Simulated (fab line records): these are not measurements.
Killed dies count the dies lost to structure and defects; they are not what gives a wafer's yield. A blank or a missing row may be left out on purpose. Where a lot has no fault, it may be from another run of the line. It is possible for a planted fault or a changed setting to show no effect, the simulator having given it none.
fab line records | flow sky130 | part 1 of 2: steps 1 to 25 of 35
[record] lots = 5 wafers = 15 lastDay = 50
route steps=708 shown VT_ADJUST_HVTP@89 VT_ADJUST_LVTN@97 VT_ADJUST_NCORE@119
lots untouched by any fault: they come from a run of this same line in which no faults occurred
startH: start of the lot's first displayed wafer, in hours after the record's first day | waitH: hours elapsed since this lot's preceding step | " as in the row above | L1.1+2: a row that stands for several wafers | - no value, or no start given | * or withheld: withheld | < > ~ a bound
route shown NAME@n: names a module that has steps shown in the file, with the first one's number in the route | usual: mean and standard deviation over wafers with no fault | same: alike in all rows | chamber/n: place in a boat | sites: per-site readings | _std_site: the standard deviation of these | _edge_site: mean of outer sites minus mean of inner sites | radiusMm: how far each site lies from the wafer's centre | mask NAME#n: copy n | behind: the tool/chamber that last shaped the wafer | hold: what put the lot on hold/how long, in hours/how the hold closed | device: names the non-switching transistor (n, p or np) | end of line: the route-end tests of the same wafers | a step given without rows: its recipe and nothing more | killed: not the wafer's yield, but the dies lost to structure and defects at the first sort | map: the dies of a wafer, with x for killed, . for not killed, _ for no die there
set.NAME: setting as actually run; set.NAME@STEP: the setting as run at that earlier step | model.NAME: the simulator's own value behind a step, which no gauge read
lots at selected steps of the route; one table per step, one row per wafer
services: a tool's chamber out of use, with start hour (startH, from the record's first day; less than 0 if before it), hours out, and reason
[[steps]]
[step SKY_VT_ADJUST_HVTP_EXPOSE_04]
[recipe] maskId = HVTPM na = 0.6 sourceShape = conventional sigmaOuter = 0.6 polarization = unpolarized targetCdNm = 380 doseMj = 140
[usual] reticleTempC = 22.97/0.11
[same] sigmaOuter = 0.6
// columns lot.wafer tool chamber startH waitH mask reticleTempC
L075.4 ilineStepper-02 0 - - HVTPM#0 22.93
L075.5 " 0 " " HVTPM#0 23.04
L075.6 " 0 " " HVTPM#0 22.96
L080.1 ilineStepper-01 0 - - HVTPM#0 22.98
L080.3 " 0 " " HVTPM#0 22.94
L080.6 " 0 " " HVTPM#0 22.89
L081.3 ilineStepper-01 0 - - HVTPM#0 22.86
L081.4 " 0 " " HVTPM#0 22.85
L081.5 " 0 " " HVTPM#0 22.81
L084.3 ilineStepper-02 0 - - HVTPM#0 22.98
L084.4 " 0 " " HVTPM#0 23.05
L084.5 " 0 " " HVTPM#0 22.82
L096.1 ilineStepper-02 0 - - HVTPM#0 22.89
L096.2 " 0 " " HVTPM#0 22.73
L096.4 " 0 " " HVTPM#0 22.99
[step SKY_VT_ADJUST_HVTP_PEB_05]
[recipe] tempC = withheld timeS = * resist = NOVOLAK
// columns lot.wafer tool chamber startH waitH
L075.4+5+6 lithoTrack-02 0 - -
L080.1+3+6 lithoTrack-02 0 - -
L081.3+4+5 lithoTrack-01 0 - -
L084.3+4+5 lithoTrack-02 0 - -
L096.1+2+4 lithoTrack-01 0 - -
[step SKY_VT_ADJUST_HVTP_DEVELOP_06]
[recipe] resist = NOVOLAK developer = TMAH developTimeS = 60 devTempC = 23
[usual] developerTempC = 23.00/0.1
// columns lot.wafer tool chamber startH waitH developerTempC
L075.4 lithoTrack-02 0 134.26 0.1 22.89
L075.5 " 0 " " 23.01
L075.6 " 0 " " 22.96
L080.1 lithoTrack-02 0 161.03 0.1 23.00
L080.3 " 0 " " 22.91
L080.6 " 0 " " 22.95
L081.3 lithoTrack-01 0 166.57 0.1 23.13
L081.4 " 0 " " 23.08
L081.5 " 0 " " 23.03
L084.3 lithoTrack-02 0 193.33 0.1 22.84
L084.4 " 0 " " 23.07
L084.5 " 0 " " 23.04
L096.1 lithoTrack-01 0 263.27 0.1 23.06
L096.2 " 0 " " 22.98
L096.4 " 0 " " 22.85
[step SKY_VT_ADJUST_HVTP_CD_MEAS_07]
[recipe] targetCdNm = 380
[usual] cdNm = 379.0/2.6
// columns lot.wafer tool chamber startH waitH cdNm
L075.4 cdSem-02 - 134.39 0.1 379.1
L075.5 " - " " 381.8
L075.6 " - " " 382.0
L080.1 cdSem-02 - 161.18 0.1 380.3
L080.3 " - " " 378.6
L080.6 " - " " 380.6
L081.3 cdSem-02 - 166.71 0.1 376.6
L081.4 " - " " 377.7
L081.5 " - " " 379.5
L084.3 cdSem-02 - 193.47 0.1 376.6
L084.4 " - " " 372.9
L084.5 " - " " 376.9
L096.1 cdSem-01 - 263.42 0.1 376.0
L096.2 " - " " 377.1
L096.4 " - " " 376.3
[step SKY_VT_ADJUST_HVTP_OVL_MEAS_08]
[usual] VT_ADJUST_HVTP_OVL = 0.7/1.4
// columns lot.wafer tool chamber startH waitH VT_ADJUST_HVTP_OVL[nm]
L075.4 overlay-01 - 134.47 0.1 2.2
L075.5 " - " " 2.3
L075.6 " - " " 2.4
L080.1 overlay-02 - 161.30 0.1 1.0
L080.3 " - " " 0.5
L080.6 " - " " 2.1
L081.3 overlay-02 - 166.81 0.1 -1.0
L081.4 " - " " 0.2
L081.5 " - " " -0.8
L084.3 overlay-02 - 193.56 0.1 0.9
L084.4 " - " " 1.4
L084.5 " - " " -0.5
L096.1 overlay-01 - 263.54 0.1 1.1
L096.2 " - " " 0.4
L096.4 " - " " 1.4
[step SKY_VT_ADJUST_HVTP_IMPLANT_09]
[recipe] species = As energyKev = 150 doseCm2 = 4.3e+12 tiltDeg = withheld
[usual] beamOnS = 10.02/0.19 doseIonsCm2 = 4.3e+12/5.1e+09
[same] implantIonAmu = 75
// columns lot.wafer tool chamber startH waitH beamOnS doseIonsCm2
L075.4 implanter-02 0 134.56 0.1 9.93 4.309e+12
L075.5 " 0 " " 10.16 4.313e+12
L075.6 " 0 " " 10.02 4.309e+12
L080.1 implanter-03 0 161.34 0.0 9.83 4.305e+12
L080.3 " 0 " " 9.88 4.3e+12
L080.6 " 0 " " 10.53 4.302e+12
L081.3 implanter-04 0 166.88 0.1 10.28 4.296e+12
L081.4 " 0 " " 9.90 4.295e+12
L081.5 " 0 " " 9.84 4.304e+12
L084.3 implanter-04 0 193.64 0.1 9.82 4.303e+12
L084.4 " 0 " " 10.09 4.302e+12
L084.5 " 0 " " 9.72 4.307e+12
L096.1 implanter-03 0 263.58 0.0 10.04 4.298e+12
L096.2 " 0 " " 10.12 4.306e+12
L096.4 " 0 " " 10.34 4.295e+12
[step SKY_VT_ADJUST_HVTP_STRIP_10]
[recipe] chemistry = O2/N2 powerW = 1400 pressureMtorr = 1500 platenTempC = withheld o2FlowSccm = 3000 n2FlowSccm = 300 overashFraction = 0.5
[usual] drypumpMotorCurrentA = 5.7/0.38 oesProductAu = 0.716/0.0038 stripTimeToEndpointS = 14.14/0.038
// columns lot.wafer tool chamber startH waitH drypumpMotorCurrentA oesProductAu rfHoursCounterH stripTimeToEndpointS
L075.4 plasmaAsher-03 0 134.67 0.1 6.0 0.713 - 14.16
L075.5 " 1 " " 5.3 0.706 - 14.13
L075.6 " 0 " " 6.0 0.713 - 14.13
L080.1 plasmaAsher-03 0 161.49 0.1 6.0 0.716 3 14.17
L080.3 " 0 " " 6.0 0.714 - 14.19
L080.6 " 1 " " 5.3 0.720 - 14.15
L081.3 plasmaAsher-03 0 167.01 0.1 6.0 0.717 - 14.15
L081.4 " 1 " " 5.3 0.716 - 14.17
L081.5 " 1 " " 5.3 0.715 - 14.16
L084.3 plasmaAsher-03 1 193.77 0.1 5.3 0.714 - 14.10
L084.4 " 0 " " 6.1 0.717 - 14.11
L084.5 " 0 " " 6.0 0.725 - 14.15
L096.1 plasmaAsher-02 1 263.73 0.1 6.2 0.709 46 14.07
L096.2 " 0 " " 5.3 0.718 46 14.09
L096.4 " 1 " " 6.1 0.714 - 14.05
[step SKY_VT_ADJUST_HVTP_TW_MEAS_11]
[usual] VT_ADJUST_HVTP_TW = 1343/8.2
// columns lot.wafer tool chamber startH waitH VT_ADJUST_HVTP_TW
L075.4 filmMetro-04 - 134.77 0.1 1338
L075.5 " - " " 1338
L075.6 " - " " 1331
L080.1 filmMetro-01 - 161.59 0.1 1339
L080.3 " - " " 1337
L080.6 " - " " 1335
L081.3 filmMetro-04 - 167.10 0.1 1337
L081.4 " - " " 1339
L081.5 " - " " 1335
L084.3 filmMetro-03 - 193.86 0.1 1356
L084.4 " - " " 1355
L084.5 " - " " 1349
L096.1 filmMetro-04 - 263.83 0.1 1337
L096.2 " - " " 1332
L096.4 " - " " 1340
[step SKY_VT_ADJUST_LVTN_DEHYDRATE_00]
[recipe] tempC = 200 timeS = 60
[usual] heaterPowerTotalW = 160.39/0.13
// columns lot.wafer tool chamber startH waitH heaterPowerTotalW
L075.4 lithoTrack-02 0 144.01 9.2 160.17
L075.5 " 0 " " 160.57
L075.6 " 0 " " 160.16
L080.1 lithoTrack-02 0 171.23 9.6 160.26
L080.3 " 0 " " 160.26
L080.6 " 0 " " 160.51
L081.3 lithoTrack-03 0 176.52 9.4 160.41
L081.4 " 0 " " 160.40
L081.5 " 0 " " 160.49
L084.3 lithoTrack-04 0 204.21 10.3 160.20
L084.4 " 0 " " 160.21
L084.5 " 0 " " 160.36
L096.1 lithoTrack-04 0 275.36 11.5 160.40
L096.2 " 0 " " 160.16
L096.4 " 0 " " 160.60
[step SKY_VT_ADJUST_LVTN_HMDS_01]
[recipe] primeTimeS = 60 primeTempC = 120
// columns lot.wafer tool chamber startH waitH
L075.4+5+6 lithoTrack-02 0 144.16 0.1
L080.1+3+6 lithoTrack-02 0 171.38 0.1
L081.3+4+5 lithoTrack-03 0 176.67 0.1
L084.3+4+5 lithoTrack-04 0 204.36 0.1
L096.1+2+4 lithoTrack-04 0 275.51 0.1
[step SKY_VT_ADJUST_LVTN_COAT_02]
[recipe] spinRpm = 2000 resistThkNm = 3000
// columns lot.wafer tool chamber startH waitH
L075.4+5+6 lithoTrack-02 0 144.31 0.1
L080.1+3+6 lithoTrack-02 0 171.53 0.1
L081.3+4+5 lithoTrack-03 0 176.82 0.1
L084.3+4+5 lithoTrack-04 0 204.51 0.1
L096.1+2+4 lithoTrack-04 0 275.66 0.1
[step SKY_VT_ADJUST_LVTN_SOFTBAKE_03]
[recipe] tempC = 110 timeS = withheld
[usual] heaterPowerTotalW = 65.31/0.13
// columns lot.wafer tool chamber startH waitH heaterPowerTotalW
L075.4 lithoTrack-02 0 144.48 0.1 65.28
L075.5 " 0 " " 65.34
L075.6 " 0 " " 65.22
L080.1 lithoTrack-02 0 171.68 0.1 65.31
L080.3 " 0 " " 65.44
L080.6 " 0 " " 65.28
L081.3 lithoTrack-03 0 176.99 0.1 65.23
L081.4 " 0 " " 65.32
L081.5 " 0 " " 65.14
L084.3 lithoTrack-04 0 204.68 0.1 65.16
L084.4 " 0 " " 65.37
L084.5 " 0 " " 65.25
L096.1 lithoTrack-04 0 275.81 0.1 65.24
L096.2 " 0 " " 65.20
L096.4 " 0 " " 65.11
[step SKY_VT_ADJUST_LVTN_EXPOSE_04]
[recipe] maskId = NWM_COMPLEMENT_LESS_NATIVE na = 0.6 sourceShape = conventional sigmaOuter = 0.6 polarization = unpolarized targetCdNm = 840 doseMj = 194
[usual] reticleTempC = 23.02/0.12
[same] sigmaOuter = 0.6
// columns lot.wafer tool chamber startH waitH mask reticleTempC
L075.4 ilineStepper-01 0 - - NWM_COMPLEMENT_LESS_NATIVE#0 23.09
L075.5 " 0 " " NWM_COMPLEMENT_LESS_NATIVE#0 22.91
L075.6 " 0 " " NWM_COMPLEMENT_LESS_NATIVE#0 23.06
L080.1 ilineStepper-01 0 - - NWM_COMPLEMENT_LESS_NATIVE#0 22.98
L080.3 " 0 " " NWM_COMPLEMENT_LESS_NATIVE#0 23.24
L080.6 " 0 " " NWM_COMPLEMENT_LESS_NATIVE#0 23.28
L081.3 ilineStepper-02 0 - - NWM_COMPLEMENT_LESS_NATIVE#0 22.91
L081.4 " 0 " " NWM_COMPLEMENT_LESS_NATIVE#0 23.04
L081.5 " 0 " " NWM_COMPLEMENT_LESS_NATIVE#0 22.86
L084.3 ilineStepper-01 0 - - NWM_COMPLEMENT_LESS_NATIVE#0 23.03
L084.4 " 0 " " NWM_COMPLEMENT_LESS_NATIVE#0 23.21
L084.5 " 0 " " NWM_COMPLEMENT_LESS_NATIVE#0 23.22
L096.1 ilineStepper-02 0 - - NWM_COMPLEMENT_LESS_NATIVE#0 22.98
L096.2 " 0 " " NWM_COMPLEMENT_LESS_NATIVE#0 23.22
L096.4 " 0 " " NWM_COMPLEMENT_LESS_NATIVE#0 23.14
[step SKY_VT_ADJUST_LVTN_PEB_05]
[recipe] tempC = 115 timeS = withheld
[usual] heaterPowerTotalW = 69.34/0.13
// columns lot.wafer tool chamber startH waitH heaterPowerTotalW
L075.4 lithoTrack-02 0 - - 69.27
L075.5 " 0 " " 69.49
L075.6 " 0 " " 69.52
L080.1 lithoTrack-04 0 - - 69.52
L080.3 " 0 " " 69.39
L080.6 " 0 " " 69.39
L081.3 lithoTrack-04 0 - - 69.58
L081.4 " 0 " " 69.32
L081.5 " 0 " " 69.16
L084.3 lithoTrack-04 0 - - 69.44
L084.4 " 0 " " 69.23
L084.5 " 0 " " 69.42
L096.1 lithoTrack-04 0 - - 69.21
L096.2 " 0 " " 69.25
L096.4 " 0 " " 69.34
[step SKY_VT_ADJUST_LVTN_DEVELOP_06]
[recipe] wallAngleDeg = 90 developer = TMAH developTimeS = 60 devTempC = 23
[usual] developerTempC = 22.96/0.096
// columns lot.wafer tool chamber startH waitH developerTempC
L075.4 lithoTrack-02 0 - - 23.00
L075.5 " 0 " " 22.96
L075.6 " 0 " " 22.81
L080.1 lithoTrack-04 0 - - 22.97
L080.3 " 0 " " 22.95
L080.6 " 0 " " 22.80
L081.3 lithoTrack-04 0 - - 22.97
L081.4 " 0 " " 23.03
L081.5 " 0 " " 23.11
L084.3 lithoTrack-04 0 - - 22.76
L084.4 " 0 " " 22.81
L084.5 " 0 " " 22.96
L096.1 lithoTrack-04 0 - - 22.92
L096.2 " 0 " " 22.95
L096.4 " 0 " " 22.93
[step SKY_VT_ADJUST_LVTN_OVL_MEAS_07]
[usual] VT_ADJUST_LVTN_OVL = -0.3/1.6
// columns lot.wafer tool chamber startH waitH VT_ADJUST_LVTN_OVL[nm]
L075.4 overlay-02 - 154.75 - 0.0
L075.5 " - " " 1.5
L075.6 " - " " 0.7
L080.1 overlay-02 - 181.86 - 0.8
L080.3 " - " " -1.4
L080.6 " - " " 1.6
L081.3 overlay-02 - 187.28 - -0.7
L081.4 " - " " 0.2
L081.5 " - " " -1.1
L084.3 overlay-01 - 215.68 - 2.6
L084.4 " - " " 2.1
L084.5 " - " " 1.6
L096.1 overlay-02 - 287.46 - -0.7
L096.2 " - " " -1.7
L096.4 " - " " -3.2
[step SKY_VT_ADJUST_LVTN_IMPLANT_08]
[recipe] species = B energyKev = 30 doseCm2 = 1.57e+12 tiltDeg = withheld
[usual] beamOnS = 9.99/0.2 doseIonsCm2 = 1.57e+12/1.6e+09
[same] implantIonAmu = 11
// columns lot.wafer tool chamber startH waitH beamOnS doseIonsCm2
L075.4 implanter-01 0 154.84 0.1 10.18 1.5675e+12
L075.5 " 0 " " 9.76 1.5686e+12
L075.6 " 0 " " 9.71 1.5702e+12
L080.1 implanter-04 0 181.90 0.0 9.87 1.5691e+12
L080.3 " 0 " " 10.24 1.5673e+12
L080.6 " 0 " " 10.00 1.571e+12
L081.3 implanter-02 0 187.35 0.1 10.34 1.5701e+12
L081.4 " 0 " " 10.14 1.5686e+12
L081.5 " 0 " " 9.48 1.568e+12
L084.3 implanter-01 0 215.75 0.1 10.02 1.5701e+12
L084.4 " 0 " " 9.53 1.5705e+12
L084.5 " 0 " " 9.89 1.5711e+12
L096.1 implanter-04 0 287.50 0.0 9.94 1.5725e+12
L096.2 " 0 " " 9.93 1.5722e+12
L096.4 " 0 " " 9.90 1.5689e+12
[step SKY_VT_ADJUST_LVTN_STRIP_09]
[recipe] chemistry = O2/N2 powerW = 1400 pressureMtorr = 1500 platenTempC = withheld o2FlowSccm = 3000 n2FlowSccm = 300 overashFraction = 0.5
[usual] drypumpMotorCurrentA = 5.77/0.28 oesProductAu = 0.723/0.0045 stripTimeToEndpointS = 36.97/0.13
// columns lot.wafer tool chamber startH waitH drypumpMotorCurrentA oesProductAu rfHoursCounterH stripTimeToEndpointS
L075.4 plasmaAsher-01 1 154.95 0.1 5.70 0.722 - 37.02
L075.5 " 1 " " 5.68 0.723 - 37.15
L075.6 " 0 " " 5.81 0.720 - 37.08
L080.1 plasmaAsher-02 0 182.05 0.1 5.31 0.720 38 37.10
L080.3 " 1 " " 6.20 0.724 - 37.15
L080.6 " 0 " " 5.31 0.722 - 37.11
L081.3 plasmaAsher-02 1 187.48 0.1 6.15 0.724 - 37.06
L081.4 " 0 " " 5.32 0.723 - 37.12
L081.5 " 1 " " 6.21 0.726 - 37.19
L084.3 plasmaAsher-02 0 215.88 0.1 5.35 0.727 - 37.08
L084.4 " 1 " " 6.19 0.729 - 36.98
L084.5 " 0 " " 5.33 0.719 - 37.00
L096.1 plasmaAsher-01 0 287.65 0.1 5.86 0.725 58 37.17
L096.2 " 1 " " 5.71 0.719 58 37.17
L096.4 " 0 " " 5.83 0.728 - 37.18
[step SKY_VT_ADJUST_LVTN_TW_MEAS_10]
[usual] VT_ADJUST_LVTN_TW = 238.7/1.4
// columns lot.wafer tool chamber startH waitH VT_ADJUST_LVTN_TW
L075.4 filmMetro-04 - 155.05 0.1 237.8
L075.5 " - " " 237.2
L075.6 " - " " 238.7
L080.1 filmMetro-03 - 182.15 0.1 239.8
L080.3 " - " " 241.2
L080.6 " - " " 241.6
L081.3 filmMetro-04 - 187.57 0.1 237.2
L081.4 " - " " 237.2
L081.5 " - " " 236.2
L084.3 filmMetro-03 - 215.97 0.1 239.9
L084.4 " - " " 240.0
L084.5 " - " " 239.8
L096.1 filmMetro-04 - 287.75 0.1 236.8
L096.2 " - " " 236.4
L096.4 " - " " 236.5
[step SKY_VT_ADJUST_LVTN_DEHYDRATE_11]
[recipe] tempC = 200 timeS = 60
[usual] heaterPowerTotalW = 160.40/0.13
// columns lot.wafer tool chamber startH waitH heaterPowerTotalW
L075.4 lithoTrack-02 0 164.01 8.9 160.48
L075.5 " 0 " " 160.15
L075.6 " 0 " " 160.45
L080.1 lithoTrack-02 0 191.63 9.5 160.36
L080.3 " 0 " " 160.17
L080.6 " 0 " " 160.29
L081.3 lithoTrack-02 0 197.33 9.8 160.35
L081.4 " 0 " " 160.32
L081.5 " 0 " " 160.23
L084.3 lithoTrack-02 0 226.43 10.5 160.46
L084.4 " 0 " " 160.48
L084.5 " 0 " " 160.43
L096.1 lithoTrack-03 0 299.47 11.7 160.35
L096.2 " 0 " " 160.52
L096.4 " 0 " " 160.37
[step SKY_VT_ADJUST_LVTN_HMDS_12]
[recipe] primeTimeS = 60 primeTempC = 120
// columns lot.wafer tool chamber startH waitH
L075.4+5+6 lithoTrack-02 0 164.16 0.1
L080.1+3+6 lithoTrack-02 0 191.78 0.1
L081.3+4+5 lithoTrack-02 0 197.48 0.1
L084.3+4+5 lithoTrack-02 0 226.58 0.1
L096.1+2+4 lithoTrack-03 0 299.62 0.1
[step SKY_VT_ADJUST_LVTN_COAT_13]
[recipe] resist = NOVOLAK spinRpm = 3000 resistThkNm = 1140
// columns lot.wafer tool chamber startH waitH
L075.4+5+6 lithoTrack-02 0 164.31 0.1
L080.1+3+6 lithoTrack-02 0 191.93 0.1
L081.3+4+5 lithoTrack-02 0 197.63 0.1
L084.3+4+5 lithoTrack-02 0 226.73 0.1
L096.1+2+4 lithoTrack-03 0 299.77 0.1
[step SKY_VT_ADJUST_LVTN_SOFTBAKE_14]
[recipe] tempC = 90 timeS = 60 resist = NOVOLAK
[usual] heaterPowerTotalW = 56.60/0.046
// columns lot.wafer tool chamber startH waitH heaterPowerTotalW
L075.4 lithoTrack-02 0 164.46 0.1 56.62
L075.5 " 0 " " 56.64
L075.6 " 0 " " 56.50
L080.1 lithoTrack-02 0 192.08 0.1 56.61
L080.3 " 0 " " 56.63
L080.6 " 0 " " 56.63
L081.3 lithoTrack-02 0 197.78 0.1 56.55
L081.4 " 0 " " 56.59
L081.5 " 0 " " 56.65
L084.3 lithoTrack-02 0 226.88 0.1 56.54
L084.4 " 0 " " 56.61
L084.5 " 0 " " 56.57
L096.1 lithoTrack-03 0 299.92 0.1 56.57
L096.2 " 0 " " 56.48
L096.4 " 0 " " 56.60
[step SKY_VT_ADJUST_LVTN_EXPOSE_15]
[recipe] maskId = HVN_STD_DERIVED na = 0.6 sourceShape = conventional sigmaOuter = 0.6 polarization = unpolarized targetCdNm = 600 doseMj = 163
[usual] reticleTempC = 22.99/0.11
[same] sigmaOuter = 0.6
// columns lot.wafer tool chamber startH waitH mask reticleTempC
L075.4 ilineStepper-02 0 - - HVN_STD_DERIVED#0 22.86
L075.5 " 0 " " HVN_STD_DERIVED#0 23.06
L075.6 " 0 " " HVN_STD_DERIVED#0 22.85
L080.1 ilineStepper-02 0 - - HVN_STD_DERIVED#0 22.68
L080.3 " 0 " " HVN_STD_DERIVED#0 22.78
L080.6 " 0 " " HVN_STD_DERIVED#0 22.92
L081.3 ilineStepper-01 0 - - HVN_STD_DERIVED#0 22.97
L081.4 " 0 " " HVN_STD_DERIVED#0 23.11
L081.5 " 0 " " HVN_STD_DERIVED#0 23.01
L084.3 ilineStepper-02 0 - - HVN_STD_DERIVED#0 23.02
L084.4 " 0 " " HVN_STD_DERIVED#0 22.89
L084.5 " 0 " " HVN_STD_DERIVED#0 22.97
L096.1 ilineStepper-01 0 - - HVN_STD_DERIVED#0 23.03
L096.2 " 0 " " HVN_STD_DERIVED#0 22.81
L096.4 " 0 " " HVN_STD_DERIVED#0 23.07
[step SKY_VT_ADJUST_LVTN_PEB_16]
[recipe] tempC = withheld timeS = * resist = NOVOLAK
// columns lot.wafer tool chamber startH waitH
L075.4+5+6 lithoTrack-04 0 - -
L080.1+3+6 lithoTrack-04 0 - -
L081.3+4+5 lithoTrack-04 0 - -
L084.3+4+5 lithoTrack-04 0 - -
L096.1+2+4 lithoTrack-02 0 - -
